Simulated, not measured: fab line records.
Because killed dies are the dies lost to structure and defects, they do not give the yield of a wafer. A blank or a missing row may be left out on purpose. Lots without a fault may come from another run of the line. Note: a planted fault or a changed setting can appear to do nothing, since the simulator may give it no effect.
Which tool was responsible? -- flow sky130 -- 24 lots with 72 wafers sampled at 5 steps, on a route of 708 steps

## WHAT EACH GAUGE READ, for each wafer
SKY_METAL1_THK_MEAS_06: measures by xrf.
lot,measured,on,METAL1_ALCU_THK (nm)
L074,day 31 14:19,film-metro-02,249.5 252.3 253.9
L075,day 32 00:34,film-metro-01,256.0 257.3 252.9
L076,day 32 09:41,film-metro-01,250.0 253.9 252.0
L077,day 32 23:55,film-metro-02,251.0 248.6 251.3
L078,day 33 00:27,film-metro-03,250.3 251.1 249.3
L079,day 33 10:41,film-metro-03,245.9 248.4 244.7
L080,day 34 00:35,film-metro-03,252.9 253.2 250.1
L081,day 34 05:37,film-metro-03,249.0 249.7 250.8
L082,day 35 01:42,film-metro-03,254.9 255.6 257.2
L084,day 36 01:36,film-metro-01,256.2 255.6 253.3
L083,day 36 02:33,film-metro-01,252.5 251.7 252.1
L085,day 36 05:27,film-metro-03,251.4 251.6 252.3
L087,day 36 05:48,film-metro-03,250.3 253.8 253.3
L086,day 36 07:49,film-metro-01,256.2 253.0 253.3
L088,day 36 11:09,film-metro-03,254.7 255.6 255.4
L089,day 36 16:34,film-metro-01,253.1 253.4 253.5
L090,day 37 01:12,film-metro-01,250.1 251.5 252.5
L092,day 37 10:29,film-metro-03,258.5 254.7 255.0
L091,day 37 10:45,film-metro-02,251.7 253.8 251.3
L093,day 37 17:03,film-metro-02,258.4 253.0 256.0
L094,day 37 23:34,film-metro-01,254.3 252.7 253.4
L095,day 38 10:34,film-metro-03,252.8 254.9 256.4
L096,day 38 17:10,film-metro-02,251.8 253.7 249.6
L097,day 39 14:24,film-metro-02,251.0 249.0 250.8

SKY_VIA4_OVL_MEAS_11.
lot,measured,on,VIA4_OVL (nm)
L074,day 42 18:26,overlay-01,2.8 0.4 1.5
L075,day 43 02:23,overlay-02,2.1 1.9 2.1
L076,day 43 09:16,overlay-01,2.0 1.0 0.7
L077,day 44 01:17,overlay-01,2.1 0.8 0.5
L078,day 44 01:28,overlay-01,-3.0 -1.6 -0.4
L079,day 44 09:16,overlay-02,0.6 1.3 0.4
L080,day 44 20:14,overlay-01,2.1 2.1 0.1
L081,day 45 00:49,overlay-01,1.4 1.6 1.4
L082,day 45 15:37,overlay-02,0.3 0.4 -1.2
L084,day 46 11:40,overlay-02,-1.3 -0.8 -0.9
L083,day 46 12:10,overlay-02,0.2 1.9 1.5
L085,day 46 15:56,overlay-01,-3.2 -2.0 -3.2
L087,day 46 15:58,overlay-02,0.6 0.9 -0.6
L086,day 46 17:29,overlay-01,0.5 -0.4 1.5
L088,day 46 19:15,overlay-02,1.6 1.8 0.6
L089,day 47 00:34,overlay-02,3.0 2.7 3.2
L090,day 47 06:10,overlay-02,1.5 0.0 0.6
L092,day 47 13:32,overlay-02,1.4 1.0 0.4
L091,day 47 17:01,overlay-01,-0.8 -1.0 0.3
L093,day 47 19:59,overlay-02,0.5 1.3 0.2
L094,day 47 23:02,overlay-01,1.4 2.5 0.3
L095,day 48 05:28,overlay-01,-0.3 -0.4 -0.1
L096,day 48 13:25,overlay-01,-1.3 0.1 -0.3
L097,day 49 03:31,overlay-02,0.1 1.0 0.9

## TOOL THAT RAN EACH LOT (tool first, then ch and the chambers of the sampled wafers, then the start)
lot,SKY_METAL3_SPUTTER_03,SKY_METAL3_STRIP_19,SKY_METAL4_ETCH_16
L074,"pvd-sputter-01, day 36 07:01","plasma-asher-01 ch 0,1, day 38 12:30","rie-metal-03 ch 0,1, day 41 17:32"
L075,"pvd-sputter-03, day 36 16:50","plasma-asher-03 ch 0,1, day 38 21:18","rie-metal-02 ch 0,1, day 42 01:11"
L076,"pvd-sputter-01, day 37 00:47","plasma-asher-03 ch 0,1, day 39 04:10","rie-metal-04 ch 0,1, day 42 08:25"
L077,"pvd-sputter-02, day 37 16:10","plasma-asher-03 ch 0, day 39 19:20","rie-metal-03 ch 0,1, day 42 23:20"
L078,"pvd-sputter-01, day 37 16:19","plasma-asher-01 ch 0,1, day 39 19:41","rie-metal-03 ch 0,1, day 43 00:27"
L079,"pvd-sputter-02, day 38 01:25","plasma-asher-01 ch 0,1, day 40 04:45","rie-metal-02 ch 0,1, day 43 08:33"
L080,"pvd-sputter-02, day 38 15:21","plasma-asher-04 ch 0,1, day 40 18:53","rie-metal-03 ch 0,1, day 43 20:47"
L081,"pvd-sputter-03, day 38 19:43","plasma-asher-04 ch 0,1, day 40 23:06","rie-metal-04 ch 0,1, day 44 02:05"
L082,"pvd-sputter-03, day 39 14:49","plasma-asher-01 ch 0,1, day 41 15:47","rie-metal-04 ch 0, day 44 16:27"
L084,"pvd-sputter-03, day 40 14:04","plasma-asher-01 ch 0,1, day 42 14:20","rie-metal-02 ch 0,1, day 45 13:23"
L083,"pvd-sputter-03, day 40 14:57","plasma-asher-04 ch 0,1, day 42 14:51","rie-metal-04 ch 0,1, day 45 14:23"
L085,"pvd-sputter-03, day 40 17:40","plasma-asher-01 ch 0,1, day 42 18:11","rie-metal-02 ch 0,1, day 45 17:05"
L087,"pvd-sputter-03, day 40 17:50","plasma-asher-01 ch 0,1, day 42 18:30","rie-metal-04 ch 0,1, day 45 17:26"
L086,"pvd-sputter-03, day 40 20:40","plasma-asher-03 ch 0,1, day 42 20:49","rie-metal-04 ch 0,1, day 45 19:20"
L088,"pvd-sputter-03, day 40 21:39","plasma-asher-01 ch 0,1, day 42 21:59","rie-metal-02 ch 0,1, day 45 21:38"
L089,"pvd-sputter-03, day 41 03:17","plasma-asher-04 ch 0,1, day 43 04:41","rie-metal-04 ch 0,1, day 46 02:26"
L090,"pvd-sputter-02, day 41 10:25","plasma-asher-01 ch 0,1, day 43 10:40","rie-metal-02 ch 0,1, day 46 08:20"
L092,"pvd-sputter-03, day 41 19:25","plasma-asher-03 ch 0,1, day 43 19:40","rie-metal-03 ch 0, day 46 15:57"
L091,"pvd-sputter-02, day 41 21:37","plasma-asher-01 ch 0,1, day 43 22:43","rie-metal-04 ch 0,1, day 46 19:26"
L093,"pvd-sputter-02, day 42 03:35","plasma-asher-04 ch 0,1, day 44 03:33","rie-metal-02 ch 0,1, day 46 22:56"
L094,"pvd-sputter-03, day 42 07:36","plasma-asher-01 ch 0,1, day 44 07:16","rie-metal-02 ch 0,1, day 47 02:14"
L095,"pvd-sputter-03, day 42 17:25","plasma-asher-03 ch 0,1, day 44 15:38","rie-metal-03 ch 0,1, day 47 08:58"
L096,"pvd-sputter-01, day 43 00:25","plasma-asher-04 ch 0,1, day 44 23:23","rie-metal-03 ch 0, day 47 17:18"
L097,"pvd-sputter-03, day 43 20:08","plasma-asher-01 ch 0,1, day 45 16:35","rie-metal-02 ch 0,1, day 48 07:36"
- SKY_METAL3_SPUTTER_03: material Ti, target thk 5 nm, time 3.3 s.
- SKY_METAL3_STRIP_19: strips in O2/N2.
- SKY_METAL4_ETCH_16: etches BARC in N2/H2, stops on SiO2, time 88.2 s, target depth 60 nm.

## AS READ BY THE TOOLS THEMSELVES (means over the sampled wafers that have a number; for cases with no such wafer, the mark the record gives instead)
SKY_METAL3_SPUTTER_03.
lot,tool,throttle-valve-pct (%)
L074,pvd-sputter-01,31.6
L075,pvd-sputter-03,30.3
L076,pvd-sputter-01,29.4
L077,pvd-sputter-02,29.2
L078,pvd-sputter-01,30.2
L079,pvd-sputter-02,29.7
L080,pvd-sputter-02,29.2
L081,pvd-sputter-03,30.3
L082,pvd-sputter-03,30.2
L084,pvd-sputter-03,30.8
L083,pvd-sputter-03,30.4
L085,pvd-sputter-03,30.0
L087,pvd-sputter-03,30.4
L086,pvd-sputter-03,29.6
L088,pvd-sputter-03,30.1
L089,pvd-sputter-03,29.9
L090,pvd-sputter-02,29.9
L092,pvd-sputter-03,30.8
L091,pvd-sputter-02,29.8
L093,pvd-sputter-02,29.1
L094,pvd-sputter-03,30.9
L095,pvd-sputter-03,30.6
L096,pvd-sputter-01,30.1
L097,pvd-sputter-03,30.0

SKY_METAL3_STRIP_19.
lot,tool,drypump-motor-current-A (A),oes-product-au (a.u.),strip-time-to-endpoint-s (s)
L074,plasma-asher-01,5.8,0.505,6.60
L075,plasma-asher-03,5.9,0.495,6.41
L076,plasma-asher-03,5.9,0.504,6.50
L077,plasma-asher-03,5.4,0.501,6.54
L078,plasma-asher-01,5.8,0.501,6.47
L079,plasma-asher-01,5.5,0.501,6.47
L080,plasma-asher-04,6.1,0.500,6.50
L081,plasma-asher-04,6.1,0.510,6.56
L082,plasma-asher-01,5.8,0.505,6.53
L084,plasma-asher-01,5.5,0.502,6.58
L083,plasma-asher-04,6.1,0.506,6.66
L085,plasma-asher-01,5.4,0.496,6.42
L087,plasma-asher-01,5.8,0.508,6.56
L086,plasma-asher-03,5.9,0.504,6.51
L088,plasma-asher-01,5.5,0.503,6.58
L089,plasma-asher-04,6.1,0.501,6.59
L090,plasma-asher-01,5.5,0.500,6.46
L092,plasma-asher-03,5.9,0.504,6.42
L091,plasma-asher-01,5.5,0.506,6.58
L093,plasma-asher-04,6.0,0.504,6.62
L094,plasma-asher-01,5.5,0.494,6.45
L095,plasma-asher-03,5.6,0.504,6.61
L096,plasma-asher-04,6.1,0.498,6.45
L097,plasma-asher-01,5.8,0.491,6.37

SKY_METAL4_ETCH_16.
lot,tool,drypump-motor-current-A (A),oes-product-au (a.u.),throttle-valve-pct (%)
L074,rie-metal-03,6.1,0.625,13.210
L075,rie-metal-02,5.8,0.623,13.202
L076,rie-metal-04,5.3,0.629,13.214
L077,rie-metal-03,5.7,0.628,13.208
L078,rie-metal-03,6.1,0.622,13.205
L079,rie-metal-02,5.9,0.627,13.211
L080,rie-metal-03,5.8,0.628,13.202
L081,rie-metal-04,5.5,0.629,13.204
L082,rie-metal-04,5.8,0.626,13.212
L084,rie-metal-02,5.8,0.628,13.190
L083,rie-metal-04,5.3,0.621,13.206
L085,rie-metal-02,5.8,0.626,13.203
L087,rie-metal-04,5.5,0.625,13.211
L086,rie-metal-04,5.5,0.622,13.196
L088,rie-metal-02,5.8,0.626,13.209
L089,rie-metal-04,5.6,0.627,13.215
L090,rie-metal-02,5.9,0.625,13.212
L092,rie-metal-03,6.5,0.625,13.206
L091,rie-metal-04,5.5,0.622,13.206
L093,rie-metal-02,6.0,0.619,13.198
L094,rie-metal-02,5.8,0.633,13.209
L095,rie-metal-03,5.7,0.627,13.200
L096,rie-metal-03,6.5,0.625,13.212
L097,rie-metal-02,5.9,0.633,13.204

## THE ANSWER, worked out from the rows above alone
Rule: what is usual is taken from the lots themselves. Put in order of their means at a reading, lots are off if they are a third of the lots or fewer, leave a main group of 4 or more, and stand apart from it by a gap of 3 or more times the standard deviation of the main group's means; of several such gaps the widest counts. If all means in a main group match to the digits the tables above print for the reading, that group is not used. Also off: a lot with no number at a reading for which 4 or more lots have one. The other lots that the step has rows for count as sound. After the gauges, taken in route order, come the tools' own readings; for these a lot's mean is taken, as printed above. At the first step where some lot is off, the reading lying furthest off is the one used; lots without a number count as furthest.
Nothing can be told from this: no lot is off at any reading shown.

## WHAT WAS PUT IN BY THE SIMULATOR
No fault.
